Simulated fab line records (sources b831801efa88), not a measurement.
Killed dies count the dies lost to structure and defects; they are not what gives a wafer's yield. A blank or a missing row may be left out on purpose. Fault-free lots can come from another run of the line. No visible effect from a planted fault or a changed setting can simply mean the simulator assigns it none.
Which tool did it? :: flow sky130 :: 42 wafers from 14 lots sampled at 4 of the route's 708 steps

== WHAT THE GAUGES READ, wafer by wafer ==
SKY_VT_ADJUST_NCORE_TW_MEAS_11.
lot: L324
measured: day 8 16:33
on: film_metro-02
VT_ADJUST_NCORE_TW: 219.5 218.4 218.7

lot: L325
measured: day 9 04:05
on: film_metro-02
VT_ADJUST_NCORE_TW: 217.5 218.4 218.9

lot: L326
measured: day 9 07:28
on: film_metro-04
VT_ADJUST_NCORE_TW: 215.9 214.5 215.9

lot: L334
measured: day 11 20:26
on: film_metro-04
VT_ADJUST_NCORE_TW: 212.3 214.2 213.2

lot: L332
measured: day 11 21:13
on: film_metro-04
VT_ADJUST_NCORE_TW: 214.6 213.3 213.9

lot: L336
measured: day 12 16:39
on: film_metro-04
VT_ADJUST_NCORE_TW: 212.1 212.9 211.9

lot: L338
measured: day 13 00:51
on: film_metro-03
VT_ADJUST_NCORE_TW: 218.0 219.0 218.3

lot: L340
measured: day 13 09:00
on: film_metro-04
VT_ADJUST_NCORE_TW: 212.3 213.6 213.0

lot: L341
measured: day 13 22:40
on: film_metro-04
VT_ADJUST_NCORE_TW: 213.0 212.8 213.2

lot: L342
measured: day 14 05:07
on: film_metro-02
VT_ADJUST_NCORE_TW: 217.1 216.7 216.5

lot: L343
measured: day 14 09:32
on: film_metro-04
VT_ADJUST_NCORE_TW: 212.3 212.4 212.9

lot: L344
measured: day 14 13:18
on: film_metro-03
VT_ADJUST_NCORE_TW: 220.0 221.0 222.0

lot: L345
measured: day 15 06:20
on: film_metro-03
VT_ADJUST_NCORE_TW: 219.5 219.6 219.8

lot: L346
measured: day 15 14:44
on: film_metro-02
VT_ADJUST_NCORE_TW: 218.1 217.6 218.9

SKY_VT_ADJUST_PCH_OVL_MEAS_07.
lot: L324
measured: day 10 11:58
on: overlay-02
VT_ADJUST_PCH_OVL (nm): 3.3 4.2 3.5

lot: L325
measured: day 10 23:32
on: overlay-02
VT_ADJUST_PCH_OVL (nm): 0.8 0.3 0.8

lot: L326
measured: day 11 03:41
on: overlay-02
VT_ADJUST_PCH_OVL (nm): -1.0 0.9 0.4

lot: L334
measured: day 13 22:26
on: overlay-02
VT_ADJUST_PCH_OVL (nm): -1.5 -2.1 -0.5

lot: L332
measured: day 13 23:23
on: overlay-02
VT_ADJUST_PCH_OVL (nm): 2.1 1.0 1.1

lot: L336
measured: day 14 19:52
on: overlay-01
VT_ADJUST_PCH_OVL (nm): 1.5 0.1 0.9

lot: L338
measured: day 15 03:58
on: overlay-01
VT_ADJUST_PCH_OVL (nm): 2.1 0.9 0.6

lot: L340
measured: day 15 13:40
on: overlay-01
VT_ADJUST_PCH_OVL (nm): 0.1 0.6 0.3

lot: L341
measured: day 16 04:03
on: overlay-01
VT_ADJUST_PCH_OVL (nm): 0.8 0.7 1.2

lot: L342
measured: day 16 10:45
on: overlay-02
VT_ADJUST_PCH_OVL (nm): 2.0 2.7 -0.7

lot: L343
measured: day 16 16:00
on: overlay-02
VT_ADJUST_PCH_OVL (nm): -1.4 -1.4 -1.5

lot: L344
measured: day 16 18:41
on: overlay-01
VT_ADJUST_PCH_OVL (nm): -0.5 1.5 1.5

lot: L345
measured: day 17 12:11
on: overlay-01
VT_ADJUST_PCH_OVL (nm): 0.7 0.7 -0.6

lot: L346
measured: day 17 21:31
on: overlay-02
VT_ADJUST_PCH_OVL (nm): 0.5 0.5 -1.3

SKY_LDD_LDN_OVL_MEAS_07.
lot: L324
measured: day 23 05:17
on: overlay-01
LDD_LDN_OVL (nm): -1.4 0.3 -1.0

lot: L325
measured: day 23 07:44
on: overlay-02
LDD_LDN_OVL (nm): 0.2 -1.7 -0.1

lot: L326
measured: day 23 18:22
on: overlay-02
LDD_LDN_OVL (nm): -0.5 -0.2 -0.4

lot: L334
measured: day 26 23:50
on: overlay-01
LDD_LDN_OVL (nm): 0.5 -0.2 -0.6

lot: L332
measured: day 27 02:16
on: overlay-02
LDD_LDN_OVL (nm): -1.6 0.3 -1.0

lot: L336
measured: day 27 23:29
on: overlay-02
LDD_LDN_OVL (nm): -0.5 -0.4 0.3

lot: L338
measured: day 28 20:08
on: overlay-02
LDD_LDN_OVL (nm): 1.2 1.4 1.9

lot: L340
measured: day 29 00:20
on: overlay-01
LDD_LDN_OVL (nm): 0.1 0.6 -0.4

lot: L341
measured: day 29 06:47
on: overlay-01
LDD_LDN_OVL (nm): -1.4 -2.9 -2.3

lot: L342
measured: day 29 11:44
on: overlay-01
LDD_LDN_OVL (nm): -2.6 -1.1 -3.0

lot: L343
measured: day 29 15:56
on: overlay-01
LDD_LDN_OVL (nm): -4.1 -2.9 -3.0

lot: L344
measured: day 29 18:17
on: overlay-02
LDD_LDN_OVL (nm): -2.6 -1.8 -0.9

lot: L345
measured: day 30 11:11
on: overlay-02
LDD_LDN_OVL (nm): -2.5 -0.1 -1.7

lot: L346
measured: day 30 19:10
on: overlay-01
LDD_LDN_OVL (nm): -0.4 -2.8 -1.0

== WHICH TOOL RAN EACH LOT (tool, then ch and the chambers of the sampled wafers, then the start) ==
lot: L324
SKY_LDD_N_IMPLANT_15: implanter-04 ch 0, day 18 04:01

lot: L325
SKY_LDD_N_IMPLANT_15: implanter-04 ch 0, day 18 07:25

lot: L326
SKY_LDD_N_IMPLANT_15: implanter-02 ch 0, day 18 15:44

lot: L334
SKY_LDD_N_IMPLANT_15: implanter-04 ch 0, day 22 01:25

lot: L332
SKY_LDD_N_IMPLANT_15: implanter-04 ch 0, day 22 04:34

lot: L336
SKY_LDD_N_IMPLANT_15: implanter-01 ch 0, day 23 01:14

lot: L338
SKY_LDD_N_IMPLANT_15: implanter-02 ch 0, day 24 00:38

lot: L340
SKY_LDD_N_IMPLANT_15: implanter-02 ch 0, day 24 03:21

lot: L341
SKY_LDD_N_IMPLANT_15: implanter-02 ch 0, day 24 11:31

lot: L342
SKY_LDD_N_IMPLANT_15: implanter-04 ch 0, day 24 16:37

lot: L343
SKY_LDD_N_IMPLANT_15: implanter-01 ch 0, day 24 20:13

lot: L344
SKY_LDD_N_IMPLANT_15: implanter-04 ch 0, day 24 23:26

lot: L345
SKY_LDD_N_IMPLANT_15: implanter-04 ch 0, day 25 17:55

lot: L346
SKY_LDD_N_IMPLANT_15: implanter-01 ch 0, day 26 01:02
- SKY_LDD_N_IMPLANT_15

== WHAT THE TOOLS THEMSELVES READ (means of the sampled wafers that have a number; where no wafer has one, the mark that the record gives instead) ==
SKY_LDD_N_IMPLANT_15.
lot: L324
tool: implanter-04
dose_ions_cm2: 5.000e+12
faraday_current_uA: 27.9

lot: L325
tool: implanter-04
dose_ions_cm2: 5.003e+12
faraday_current_uA: 27.9

lot: L326
tool: implanter-02
dose_ions_cm2: 5.002e+12
faraday_current_uA: 28.1

lot: L334
tool: implanter-04
dose_ions_cm2: 4.690e+12
faraday_current_uA: 26.0

lot: L332
tool: implanter-04
dose_ions_cm2: 4.694e+12
faraday_current_uA: 26.1

lot: L336
tool: implanter-01
dose_ions_cm2: 5.001e+12
faraday_current_uA: 28.4

lot: L338
tool: implanter-02
dose_ions_cm2: 5.003e+12
faraday_current_uA: 28.1

lot: L340
tool: implanter-02
dose_ions_cm2: 4.994e+12
faraday_current_uA: 28.0

lot: L341
tool: implanter-02
dose_ions_cm2: 5.000e+12
faraday_current_uA: 28.7

lot: L342
tool: implanter-04
dose_ions_cm2: 5.004e+12
faraday_current_uA: 28.3

lot: L343
tool: implanter-01
dose_ions_cm2: 5.004e+12
faraday_current_uA: 28.7

lot: L344
tool: implanter-04
dose_ions_cm2: 5.000e+12
faraday_current_uA: 28.5

lot: L345
tool: implanter-04
dose_ions_cm2: 4.991e+12
faraday_current_uA: 28.4

lot: L346
tool: implanter-01
dose_ions_cm2: 5.006e+12
faraday_current_uA: 27.9

== THE ANSWER, worked out from the rows above alone ==
Rule: what is usual is taken from the lots themselves. Put in order of their means at a reading, lots are off if they are a third of the lots or fewer, leave a main group of 4 or more, and stand apart from it by a gap of 3 or more times the standard deviation of the main group's means; of several such gaps the widest counts. A main group whose means are all the same, to the digits that the tables above print for the reading, isn't used. A lot without any number at a reading at which 4 lots or more have one is off too. Any other lot the step has rows for is counted as sound. Order of review: gauges by route order, followed by the tools' own readings, for which a lot's mean as printed above is used. The first step at which some lot is off is used, and at that step the reading that is off furthest; a lot without a number counts as furthest.
Off: L334, L332 (SKY_LDD_N_IMPLANT_15, dose_ions_cm2). The main group has a mean of 5.001e+12 with a standard deviation of 4.1e+09.
A tool fits if, at that step or a process step before it, it ran every lot that is off, and no sound lot after the first of them. Not one of the candidates tried fits.

== WHAT THE SIMULATOR HAD PUT IN ==
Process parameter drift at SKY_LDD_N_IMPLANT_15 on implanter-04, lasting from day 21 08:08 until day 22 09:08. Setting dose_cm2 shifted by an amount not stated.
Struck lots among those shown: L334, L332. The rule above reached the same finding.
